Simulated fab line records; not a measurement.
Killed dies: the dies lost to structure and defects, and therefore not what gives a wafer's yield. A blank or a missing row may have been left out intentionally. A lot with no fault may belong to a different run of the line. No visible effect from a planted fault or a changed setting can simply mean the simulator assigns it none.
fab line records	flow sky130
record lots=14	wafers=42	lastDay=50
route steps=708 shown FIELD_ISO@22 VIA4@642 PAD_OPEN@708
lots that met no fault: from a run of the same line without faults
startH: the number of hours between the record's first day and the start of the first shown wafer of the lot	waitH: hours since the lot's step before	" repeats the value in the row above	L1.1+2: a single row standing in for several wafers	- no value present, or no start provided	* or withheld: withheld	< > ~ a bound
route shown NAME@n: a module of which the file shows steps, and the number in the route of the first	usual: the fault-free wafers' mean and standard deviation	same: alike in all rows	chamber/n: place in a boat	sites: per-site readings	_std_site: the values' standard deviation	_edge_site: inner sites' mean taken away from outer sites' mean	radiusMm: how far each site lies from the wafer's centre	mask NAME#n: copy n	behind: the last tool/chamber to shape the wafer	hold: the reason the lot was held/the length of the hold in hours/how it ended	device: the transistor (n, p or np) that didn't switch	end of line: tests of these same wafers at the route's end	a step with no rows: only its recipe	killed: dies lost to structure and defects at the first sort, not the wafer's yield	map: shows each die of a wafer: x if killed, . if not, _ if none is there
set.NAME: the setting the step ran with; set.NAME@STEP: the setting that earlier step ran with	model.NAME: the simulator's own value behind a step, which no gauge read
route steps across a sampled set of lots; one table per step, one row per wafer
services: a tool's chamber out of use, with start hour (startH, from the record's first day; less than 0 if before it), hours out, and reason
## steps
# step SKY_FIELD_ISO_WET_ETCH_21
# recipe chemistry=dHF	dilution=100:1	targetDepthNm=20	dry=ipaMarangoni	target=SiO2	tempC=25	timeS=400
lot.wafer	tool	chamber	startH	waitH
L496.1+5+6	wetBench-04	0	34.85	0.0
L497.1+4+5	wetBench-02	3	40.24	0.0
L499.1+2+3	wetBench-01	1	50.81	0.0
L501.1+3+6	wetBench-02	2	59.50	0.0
L502.3+4+5	wetBench-01	1	65.23	0.0
L503.1+3+6	wetBench-04	0	76.05	0.0
L504.1+2+3	wetBench-04	1	76.30	0.0
L505.4+5+6	wetBench-02	1	80.89	0.0
L507.3+5+6	wetBench-02	3	91.20	0.0
L509.1+2+3	wetBench-01	3	100.95	0.0
L510.1+5+6	wetBench-01	0	106.48	0.0
L514.1+2+3	wetBench-04	0	129.05	0.0
L517.2+4+5	wetBench-04	3	143.25	0.0
L518.2+4+6	wetBench-04	1	149.18	0.0
# step SKY_VIA4_BOW_MEAS_03
# recipe mode=bow
# usual VIA4_BOW=81/9.7
lot.wafer	tool	chamber	startH	waitH	VIA4_BOW[um]
L496.1	filmMetro-03	-	986.90	0.2	84
L496.5	"	-	"	"	84
L496.6	"	-	"	"	65
L497.1	filmMetro-04	-	989.43	0.2	72
L497.4	"	-	"	"	77
L497.5	"	-	"	"	73
L499.1	filmMetro-03	-	1008.90	0.1	70
L499.2	"	-	"	"	87
L499.3	"	-	"	"	81
L501.1	filmMetro-01	-	1014.67	0.2	82
L501.3	"	-	"	"	79
L501.6	"	-	"	"	76
L502.3	filmMetro-01	-	1023.02	0.2	83
L502.4	"	-	"	"	77
L502.5	"	-	"	"	74
L503.1	filmMetro-01	-	1039.95	0.2	82
L503.3	"	-	"	"	65
L503.6	"	-	"	"	71
L504.1	filmMetro-04	-	1041.11	0.1	91
L504.2	"	-	"	"	97
L504.3	"	-	"	"	77
L505.4	filmMetro-03	-	1051.05	0.2	92
L505.5	"	-	"	"	98
L505.6	"	-	"	"	93
L507.3	filmMetro-03	-	1062.49	0.3	83
L507.5	"	-	"	"	93
L507.6	"	-	"	"	97
L509.1	filmMetro-01	-	1070.65	0.2	67
L509.2	"	-	"	"	73
L509.3	"	-	"	"	61
L510.1	filmMetro-04	-	1076.96	0.2	93
L510.5	"	-	"	"	93
L510.6	"	-	"	"	93
L514.1	filmMetro-03	-	1100.18	0.1	74
L514.2	"	-	"	"	80
L514.3	"	-	"	"	70
L518.2	filmMetro-03	-	1119.69	0.2	84
L518.4	"	-	"	"	77
L518.6	"	-	"	"	69
L517.2	filmMetro-03	-	1124.37	0.1	88
L517.4	"	-	"	"	85
L517.5	"	-	"	"	83
# step SKY_VIA4_RS_MEAS_19
# recipe thkMeasGauge=four-point-probe	reads=W_of_VIA4_CVD_18+TiN_of_VIA4_SPUTTER_17
# usual VIA4_W_RS=0.2252/0.0022
lot.wafer	tool	chamber	startH	waitH	VIA4_W_RS[ohm/sq]
L496.1	filmMetro-03	-	1011.01	0.1	0.2273
L496.5	"	-	"	"	0.2243
L496.6	"	-	"	"	0.2253
L497.1	filmMetro-03	-	1013.35	0.1	0.2279
L497.4	"	-	"	"	0.2243
L497.5	"	-	"	"	0.2255
L499.1	filmMetro-01	-	1032.66	0.1	0.2252
L499.2	"	-	"	"	0.2247
L499.3	"	-	"	"	0.2255
L501.1	filmMetro-01	-	1037.73	0.1	0.2247
L501.3	"	-	"	"	0.2226
L501.6	"	-	"	"	0.2270
L502.3	filmMetro-03	-	1046.40	0.1	0.2273
L502.4	"	-	"	"	0.2246
L502.5	"	-	"	"	0.2216
L503.1	filmMetro-01	-	1063.43	0.1	0.2235
L503.3	"	-	"	"	0.2243
L503.6	"	-	"	"	0.2224
L504.1	filmMetro-04	-	1063.43	0.1	0.2253
L504.2	"	-	"	"	0.2233
L504.3	"	-	"	"	0.2243
L505.4	filmMetro-04	-	1072.87	0.1	0.2229
L505.5	"	-	"	"	0.2205
L505.6	"	-	"	"	0.2246
L507.3	filmMetro-04	-	1084.47	0.1	0.2255
L507.5	"	-	"	"	0.2244
L507.6	"	-	"	"	0.2237
L509.1	filmMetro-01	-	1092.11	0.1	0.2201
L509.2	"	-	"	"	0.2263
L509.3	"	-	"	"	0.2232
L510.1	filmMetro-04	-	1098.15	0.1	0.2225
L510.5	"	-	"	"	0.2235
L510.6	"	-	"	"	0.2237
L514.1	filmMetro-04	-	1121.01	0.3	0.2192
L514.2	"	-	"	"	0.2223
L514.3	"	-	"	"	0.2232
L518.2	filmMetro-03	-	1139.86	0.1	0.2295
L518.4	"	-	"	"	0.2280
L518.6	"	-	"	"	0.2256
L517.2	filmMetro-04	-	1144.07	0.1	0.2267
L517.4	"	-	"	"	0.2296
L517.5	"	-	"	"	0.2258
# step SKY_VIA4_THK_MEAS_20
# recipe thkMeasGauge=xrf	reads=W_of_VIA4_CVD_18
# usual VIA4_W_THK=520/5.5
lot.wafer	tool	chamber	startH	waitH	VIA4_W_THK[nm]
L496.1	filmMetro-03	-	1011.13	0.1	514
L496.5	"	-	"	"	526
L496.6	"	-	"	"	525
L497.1	filmMetro-03	-	1013.47	0.1	518
L497.4	"	-	"	"	527
L497.5	"	-	"	"	521
L499.1	filmMetro-01	-	1032.78	0.1	519
L499.2	"	-	"	"	523
L499.3	"	-	"	"	520
L501.1	filmMetro-01	-	1037.85	0.1	522
L501.3	"	-	"	"	527
L501.6	"	-	"	"	517
L502.3	filmMetro-03	-	1046.50	0.1	517
L502.4	"	-	"	"	526
L502.5	"	-	"	"	528
L503.1	filmMetro-01	-	1063.55	0.1	528
L503.3	"	-	"	"	527
L503.6	"	-	"	"	531
L504.1	filmMetro-04	-	1063.55	0.1	517
L504.2	"	-	"	"	521
L504.3	"	-	"	"	519
L505.4	filmMetro-04	-	1072.96	0.1	520
L505.5	"	-	"	"	525
L505.6	"	-	"	"	522
L507.3	filmMetro-04	-	1084.57	0.1	519
L507.5	"	-	"	"	519
L507.6	"	-	"	"	522
L509.1	filmMetro-01	-	1092.23	0.1	527
L509.2	"	-	"	"	518
L509.3	"	-	"	"	522
L510.1	filmMetro-04	-	1098.27	0.1	524
L510.5	"	-	"	"	522
L510.6	"	-	"	"	522
L514.1	filmMetro-04	-	1121.13	0.1	534
L514.2	"	-	"	"	530
L514.3	"	-	"	"	524
L518.2	filmMetro-03	-	1139.97	0.1	513
L518.4	"	-	"	"	516
L518.6	"	-	"	"	520
L517.2	filmMetro-04	-	1144.18	0.1	516
L517.4	"	-	"	"	511
L517.5	"	-	"	"	516
# step SKY_PAD_OPEN_PROBE_99
# usual killed_at_M0_to_M3=44/6.3	killed_at_M4_up=3.1/2	killedAtContacts=24/4.8	killedAtFrontEnd=15/4.6	killedAtOther=0.2/0.51	killedDies=87/8.4	killedOnRim=17/3.9	killedOpen=48/6.4	killedShort=39/5.9
# same grossDies=492	killedAtBackSide=0
lot.wafer	tool	chamber	startH	waitH	killed_at_M0_to_M3	killed_at_M4_up	killedAtContacts	killedAtFrontEnd	killedAtOther	killedDies	killedOnRim	killedOpen	killedShort
L499.1	prober-02	-	1099.95	0.1	31	5	23	15	1	75	19	37	38
L499.2	prober-02	-	1100.00	0.1	28	4	29	18	0	79	18	37	42
L499.3	prober-02	-	1100.05	0.2	38	2	31	18	0	89	14	56	33
L502.3	prober-01	-	1113.08	0.2	42	9	29	21	0	101	26	52	49
L502.4	prober-01	-	1113.13	0.2	40	3	30	12	0	85	11	41	44
L502.5	prober-01	-	1113.18	0.2	44	7	26	11	0	88	17	48	40
L504.1	prober-01	-	1128.50	0.1	39	4	26	11	0	80	20	43	37
L504.2	prober-01	-	1128.55	0.1	40	7	26	14	0	87	22	38	49
L504.3	prober-01	-	1128.60	0.2	38	2	23	17	0	80	17	44	36
L505.4	prober-02	-	1137.80	0.2	54	5	18	26	0	103	14	50	53
L505.5	prober-02	-	1137.85	0.2	45	4	23	16	0	88	19	50	38
L505.6	prober-02	-	1137.90	0.2	45	0	17	11	1	74	16	46	28
L507.3	prober-02	-	1146.21	0.2	46	3	17	19	0	85	19	47	38
L507.5	prober-02	-	1146.31	0.2	48	0	25	21	0	94	20	55	39
L507.6	prober-02	-	1146.36	0.2	43	1	24	25	0	93	25	56	37
L509.1	prober-02	-	1154.45	0.1	41	6	22	67	0	136	31	48	36
L509.2	prober-02	-	1154.50	0.1	51	2	17	64	0	134	21	40	42
L509.3	prober-02	-	1154.55	0.2	39	0	20	69	0	128	31	37	36
L510.1	prober-01	-	1158.63	0.1	34	1	22	58	0	115	20	40	30
L510.5	prober-01	-	1158.83	0.2	41	5	25	55	0	126	27	57	29
L510.6	prober-01	-	1158.88	0.2	40	4	25	63	0	132	29	50	35
L514.1	prober-01	-	1178.65	0.1	51	4	35	15	0	105	12	54	51
L514.2	prober-01	-	1178.70	0.1	40	6	23	21	1	91	19	45	46
L514.3	prober-01	-	1178.75	0.2	43	1	28	19	0	91	21	54	37
L518.2	prober-02	-	1194.90	0.1	44	2	27	20	1	94	20	48	46
L518.4	prober-02	-	1195.00	0.2	53	4	22	24	0	103	21	54	49
L518.6	prober-02	-	1195.10	0.2	60	2	21	15	0	98	15	59	39
L517.2	prober-01	-	1197.85	0.1	45	5	28	10	0	88	13	46	42
L517.4	prober-01	-	1197.95	0.2	38	5	19	16	0	78	11	39	39
L517.5	prober-01	-	1198.00	0.2	46	4	17	17	0	84	16	43	41
# killed by level:class
L499.1 CONTACT:geometricParticle:open=11 METAL2:geometricParticle:short=7 VIA3:geometricParticle:open=7 FIELD_ISO:geometricParticle:short=6 CONTACT:geometricParticle:short=5 POLY_GATE:geometricParticle:open=4 VIA2:geometricParticle:short=4 LOCAL_INTERCONNECT:geometricParticle:short=4
L499.2 LI_CONTACT:geometricParticle:open=8 CONTACT:geometricParticle:open=7 FIELD_ISO:geometricParticle:short=6 LOCAL_INTERCONNECT:geometricParticle:short=6 VIA2:geometricParticle:open=6 LI_CONTACT:geometricParticle:short=4 METAL1:geometricParticle:short=4 METAL4:geometricParticle:short=4
L499.3 CONTACT:geometricParticle:open=17 VIA1:geometricParticle:open=12 POLY_GATE:geometricParticle:open=5 LOCAL_INTERCONNECT:geometricParticle:short=5 VIA3:geometricParticle:open=5 FIELD_ISO:geometricParticle:short=4 FIELD_ISO:geometricParticle:open=4 LI_CONTACT:geometricParticle:open=4
L502.3 CONTACT:geometricParticle:open=9 VIA1:geometricParticle:open=9 METAL1:geometricParticle:short=8 METAL2:geometricParticle:short=7 LI_CONTACT:geometricParticle:open=7 FIELD_ISO:geometricParticle:open=6 FIELD_ISO:geometricParticle:short=5 CONTACT:geometricParticle:short=5
L502.4 VIA1:geometricParticle:open=9 LOCAL_INTERCONNECT:geometricParticle:short=7 CONTACT:geometricParticle:short=7 CONTACT:geometricParticle:open=7 METAL2:geometricParticle:short=7 LI_CONTACT:geometricParticle:open=6 FIELD_ISO:geometricParticle:open=4 VIA1:geometricParticle:short=4
L502.5 VIA1:geometricParticle:open=13 CONTACT:geometricParticle:open=10 CONTACT:geometricParticle:short=7 METAL1:geometricParticle:short=6 METAL2:geometricParticle:short=5 POLY_GATE:geometricParticle:open=5 VIA2:geometricParticle:open=5 METAL1:geometricParticle:open=5
L504.1 CONTACT:geometricParticle:open=8 CONTACT:geometricParticle:short=7 VIA1:geometricParticle:open=6 METAL1:geometricParticle:short=6 VIA2:geometricParticle:open=6 VIA3:geometricParticle:open=6 LI_CONTACT:geometricParticle:open=5 FIELD_ISO:geometricParticle:open=4
L504.2 LI_CONTACT:geometricParticle:open=7 VIA1:geometricParticle:open=7 VIA3:geometricParticle:open=7 LI_CONTACT:geometricParticle:short=6 METAL1:geometricParticle:short=6 METAL4:geometricParticle:short=6 LOCAL_INTERCONNECT:geometricParticle:short=5 VIA1:geometricParticle:short=5
L504.3 VIA1:geometricParticle:open=11 LI_CONTACT:geometricParticle:open=10 FIELD_ISO:geometricParticle:short=5 CONTACT:geometricParticle:open=5 VIA2:geometricParticle:short=5 VIA2:geometricParticle:open=5 FIELD_ISO:geometricParticle:open=4 POLY_GATE:geometricParticle:open=4
L505.4 VIA1:geometricParticle:open=20 VIA3:geometricParticle:short=7 POLY_GATE:geometricParticle:short=6 LI_CONTACT:geometricParticle:open=6 VIA1:geometricParticle:short=6 LOCAL_INTERCONNECT:geometricParticle:short=5 VIA3:geometricParticle:open=5 SONOS_ONO:geometricParticle:short=4
L505.5 CONTACT:geometricParticle:open=10 VIA3:geometricParticle:open=9 VIA1:geometricParticle:open=9 METAL2:geometricParticle:short=7 LI_CONTACT:geometricParticle:open=6 POLY_GATE:geometricParticle:short=5 CONTACT:geometricParticle:short=5 VIA1:geometricParticle:short=5
L505.6 VIA1:geometricParticle:open=10 VIA2:geometricParticle:open=7 LI_CONTACT:geometricParticle:open=6 CONTACT:geometricParticle:open=6 VIA3:geometricParticle:short=5 VIA3:geometricParticle:open=5 FIELD_ISO:geometricParticle:open=4 VIA1:geometricParticle:short=4
L507.3 VIA1:geometricParticle:open=9 VIA3:geometricParticle:open=8 LI_CONTACT:geometricParticle:open=6 CONTACT:geometricParticle:open=6 METAL1:geometricParticle:short=6 VIA2:geometricParticle:open=6 FIELD_ISO:geometricParticle:short=5 POLY_GATE:geometricParticle:open=4
L507.5 VIA1:geometricParticle:open=13 VIA2:geometricParticle:open=10 CONTACT:geometricParticle:open=9 METAL2:geometricParticle:short=8 VIA1:geometricParticle:short=7 LI_CONTACT:geometricParticle:short=6 FIELD_ISO:geometricParticle:short=5 POLY_GATE:geometricParticle:open=5
L507.6 VIA1:geometricParticle:open=10 LI_CONTACT:geometricParticle:open=8 CONTACT:geometricParticle:open=8 VIA2:geometricParticle:open=7 FIELD_ISO:geometricParticle:open=6 VIA3:geometricParticle:open=6 VIA3:geometricParticle:short=6 POLY_GATE:geometricParticle:short=5
L509.1 FIELD_ISO:unspecified=52 CONTACT:geometricParticle:open=12 VIA1:geometricParticle:open=7 VIA3:geometricParticle:open=7 LI_CONTACT:geometricParticle:open=5 VIA2:geometricParticle:short=5 METAL4:geometricParticle:short=5 FIELD_ISO:geometricParticle:short=4
L509.2 FIELD_ISO:unspecified=52 VIA2:geometricParticle:open=8 METAL1:geometricParticle:short=7 VIA3:geometricParticle:open=6 CONTACT:geometricParticle:short=5 VIA1:geometricParticle:open=5 VIA2:geometricParticle:short=5 POLY_GATE:geometricParticle:open=4
L509.3 FIELD_ISO:unspecified=55 CONTACT:geometricParticle:open=8 VIA1:geometricParticle:open=8 VIA2:geometricParticle:short=5 LI_CONTACT:geometricParticle:open=5 LOCAL_INTERCONNECT:geometricParticle:short=5 METAL1:geometricParticle:short=5 FIELD_ISO:geometricParticle:short=4
L510.1 FIELD_ISO:unspecified=45 VIA1:geometricParticle:open=10 CONTACT:geometricParticle:open=9 FIELD_ISO:geometricParticle:short=6 LI_CONTACT:geometricParticle:open=6 METAL1:geometricParticle:open=4 METAL1:geometricParticle:short=4 METAL2:geometricParticle:short=4
L510.5 FIELD_ISO:unspecified=40 CONTACT:geometricParticle:open=10 VIA1:geometricParticle:open=10 LI_CONTACT:geometricParticle:open=7 VIA2:geometricParticle:open=7 FIELD_ISO:geometricParticle:open=5 CONTACT:geometricParticle:short=5 POLY_GATE:geometricParticle:short=4
L510.6 FIELD_ISO:unspecified=47 VIA1:geometricParticle:open=11 LI_CONTACT:geometricParticle:open=9 CONTACT:geometricParticle:open=8 POLY_GATE:geometricParticle:open=6 VIA1:geometricParticle:short=5 VIA2:geometricParticle:open=5 METAL3:geometricParticle:short=5
L514.1 VIA1:geometricParticle:open=17 LI_CONTACT:geometricParticle:open=12 VIA1:geometricParticle:short=7 FIELD_ISO:geometricParticle:open=6 LOCAL_INTERCONNECT:geometricParticle:short=6 CONTACT:geometricParticle:short=6 VIA3:geometricParticle:open=6 LI_CONTACT:geometricParticle:short=5
L514.2 METAL1:geometricParticle:short=10 VIA1:geometricParticle:open=8 CONTACT:geometricParticle:open=7 VIA3:geometricParticle:open=7 FIELD_ISO:geometricParticle:open=6 FIELD_ISO:geometricParticle:short=6 LOCAL_INTERCONNECT:geometricParticle:short=6 VIA2:geometricParticle:open=5
L514.3 VIA1:geometricParticle:open=16 LI_CONTACT:geometricParticle:open=10 FIELD_ISO:geometricParticle:open=7 VIA1:geometricParticle:short=7 CONTACT:geometricParticle:open=7 FIELD_ISO:geometricParticle:short=6 LI_CONTACT:geometricParticle:short=4 CONTACT:geometricParticle:short=4
L518.2 CONTACT:geometricParticle:open=11 VIA1:geometricParticle:open=9 VIA1:geometricParticle:short=9 POLY_GATE:geometricParticle:open=8 LI_CONTACT:geometricParticle:open=7 POLY_GATE:geometricParticle:short=6 METAL2:geometricParticle:short=6 VIA2:geometricParticle:open=6
L518.4 VIA2:geometricParticle:open=11 VIA1:geometricParticle:open=10 METAL1:geometricParticle:short=9 VIA1:geometricParticle:short=7 CONTACT:geometricParticle:open=7 LI_CONTACT:geometricParticle:open=6 VIA2:geometricParticle:short=5 FIELD_ISO:geometricParticle:open=4
L518.6 VIA1:geometricParticle:open=22 CONTACT:geometricParticle:open=10 VIA3:geometricParticle:open=8 METAL1:geometricParticle:short=7 METAL2:geometricParticle:short=6 FIELD_ISO:geometricParticle:short=5 CONTACT:geometricParticle:short=5 VIA1:geometricParticle:short=5
L517.2 VIA1:geometricParticle:open=13 CONTACT:geometricParticle:open=8 LI_CONTACT:geometricParticle:open=6 LOCAL_INTERCONNECT:geometricParticle:short=6 VIA1:geometricParticle:short=5 POLY_GATE:geometricParticle:open=4 LI_CONTACT:geometricParticle:short=4 CONTACT:geometricParticle:short=4
L517.4 FIELD_ISO:geometricParticle:short=10 CONTACT:geometricParticle:open=9 VIA1:geometricParticle:open=7 VIA3:geometricParticle:open=7 METAL1:geometricParticle:short=6 VIA1:geometricParticle:short=5 VIA2:geometricParticle:open=5 CONTACT:geometricParticle:short=4
L517.5 VIA1:geometricParticle:open=12 LOCAL_INTERCONNECT:geometricParticle:short=6 METAL2:geometricParticle:short=6 CONTACT:geometricParticle:open=5 VIA2:geometricParticle:open=5 POLY_GATE:geometricParticle:short=4 METAL1:geometricParticle:short=4 VIA1:geometricParticle:short=4
## services
tool	chamber	startH	hours	kind
wetBench-02	-	75.09	4.4	repair
wetBench-02	-	119.14	1.9	pm
## key
firstSign step=SKY_PAD_OPEN_PROBE_99	reading=killedAtFrontEnd	direction=up	sigmas=10	usual=15	struck=63
effect step=SKY_PAD_OPEN_PROBE_99	reading=killedDies	direction=up	sigmas=4.9	usual=87	struck=128
metAt SKY_FIELD_ISO_WET_ETCH_21
struckLots L509,L510
testerLeftOut L509,L510
notActingAt SKY_VIA4_BOW_MEAS_03,SKY_VIA4_RS_MEAS_19,SKY_VIA4_THK_MEAS_20
onsetBetween 65.23 100.95
fault kind=chamberParticleSource	tool=wetBench-01	chamber=-	onsetH=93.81	steps=SKY_FIELD_ISO_WET_ETCH_21	ratePerVisitCm2=1.5116	endH=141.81
# testerLeftOut: of these lots the tester's yield and bins aren't shown, on N5 and GAA mostly nor the transistor test; their killed dies are dies lost to structure and defects alone, not to doping, threshold or leakage, so they don't give the yield
